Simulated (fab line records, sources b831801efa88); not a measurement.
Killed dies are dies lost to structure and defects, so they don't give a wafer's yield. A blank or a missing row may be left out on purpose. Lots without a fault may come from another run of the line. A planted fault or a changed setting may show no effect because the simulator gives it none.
Which tool did it? | flow sfq_line | 14 lots, 41 wafers sampled, at 1 step of a route of 325

WHAT THE GAUGES READ, wafer by wafer
The record holds no reading of a measuring or inspecting step that can be judged against a usual standard deviation.

WHICH TOOL RAN EACH LOT (tool, then ch and the chambers of the sampled wafers, then the start)
lot  | SFQ_TRILAYER_M3_BARC_OPEN_METAL_ETCH_100
L152 | rie_metal-04 ch 1, day 26 16:35
L153 | rie_metal-03 ch 0,1, day 27 04:08
L154 | rie_metal-03 ch 0,1, day 27 12:51
L155 | rie_metal-01 ch 0,1, day 33 18:02
L156 | rie_metal-04 ch 0,1, day 34 00:02
L158 | rie_metal-03 ch 0,1, day 35 08:20
L160 | rie_metal-01 ch 0, day 36 07:11
L161 | rie_metal-03 ch 0,1, day 37 01:11
L162 | rie_metal-04 ch 0,1, day 37 07:12
L163 | rie_metal-04 ch 0,1, day 37 22:47
L165 | rie_metal-03 ch 0,1, day 38 07:12
L166 | rie_metal-03 ch 0,1, day 38 16:47
L167 | rie_metal-01 ch 0,1, day 38 23:59
L172 | rie_metal-01 ch 0,1, day 40 15:42
- SFQ_TRILAYER_M3_BARC_OPEN_METAL_ETCH_100: etches BARC in O2, target depth 125 nm, time 41.7 s.

WHAT THE TOOLS THEMSELVES READ (means of the sampled wafers that have a number; where no wafer has one, the mark that the record gives instead)
SFQ_TRILAYER_M3_BARC_OPEN_METAL_ETCH_100.
lot  | tool         | chamber_pressure_mTorr (mTorr) | drypump_motor_current_A (A) | oes_product_au (a.u.)
L152 | rie_metal-04 | 10.000                         | 5.5                         | 0.687
L153 | rie_metal-03 | 10.002                         | 5.1                         | 0.683
L154 | rie_metal-03 | 9.999                          | 5.4                         | 0.683
L155 | rie_metal-01 | 10.005                         | 5.3                         | 0.684
L156 | rie_metal-04 | 10.007                         | 5.4                         | 0.689
L158 | rie_metal-03 | 10.004                         | 5.1                         | 0.685
L160 | rie_metal-01 | 9.997                          | 5.2                         | 0.688
L161 | rie_metal-03 | 9.997                          | 5.5                         | 0.686
L162 | rie_metal-04 | 9.996                          | 5.1                         | 0.684
L163 | rie_metal-04 | 9.999                          | 5.3                         | 0.688
L165 | rie_metal-03 | 11.998                         | 5.2                         | 0.687
L166 | rie_metal-03 | 12.004                         | 5.1                         | 0.689
L167 | rie_metal-01 | 10.006                         | 5.5                         | 0.690
L172 | rie_metal-01 | 10.007                         | 5.5                         | 0.684

THE ANSWER, worked out from the rows above alone
Rule: what is usual is taken from the lots themselves. Put in order of their means at a reading, lots are off if they are a third of the lots or fewer, leave a main group of 4 or more, and stand apart from it by a gap of 3 or more times the standard deviation of the main group's means; of several such gaps the widest counts. A main group whose means are all the same, to the digits that the tables above print for the reading, isn't used. A lot without any number at a reading at which 4 lots or more have one is off too. The other lots that the step has rows for count as sound. The gauges are gone through in route order, then the tools' own readings, and for those a lot's mean is taken as printed above. The first step at which some lot is off is used, and at that step the reading that is off furthest; a lot without a number counts as furthest.
Off: L165, L166, at SFQ_TRILAYER_M3_BARC_OPEN_METAL_ETCH_100 (chamber_pressure_mTorr). The main group: mean 10.002 mTorr, standard deviation 0.0039.
A tool fits if, at that step or a process step before it, it ran every lot that is off, and no sound lot after the first of them. One fits: rie_metal-03 at SFQ_TRILAYER_M3_BARC_OPEN_METAL_ETCH_100. Its last sound lot is L161 (day 37 01:11), its first lot that is off L165 (day 38 07:12): a fault that began between those two fits.
The tool's own readings at SFQ_TRILAYER_M3_BARC_OPEN_METAL_ETCH_100 bear it out: on the lots that are off they differ by more than 5 times the standard deviation of the sound lots' means. chamber_pressure_mTorr reads 12.001 mTorr there against 10.002 mTorr on the sound lots.

WHAT THE SIMULATOR HAD PUT IN
Process parameter drift: rie_metal-03, from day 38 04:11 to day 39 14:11, at SFQ_TRILAYER_M3_BARC_OPEN_METAL_ETCH_100. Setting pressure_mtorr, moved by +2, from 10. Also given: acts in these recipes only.
Lots struck among those shown: L165, L166. The rule above found the same.
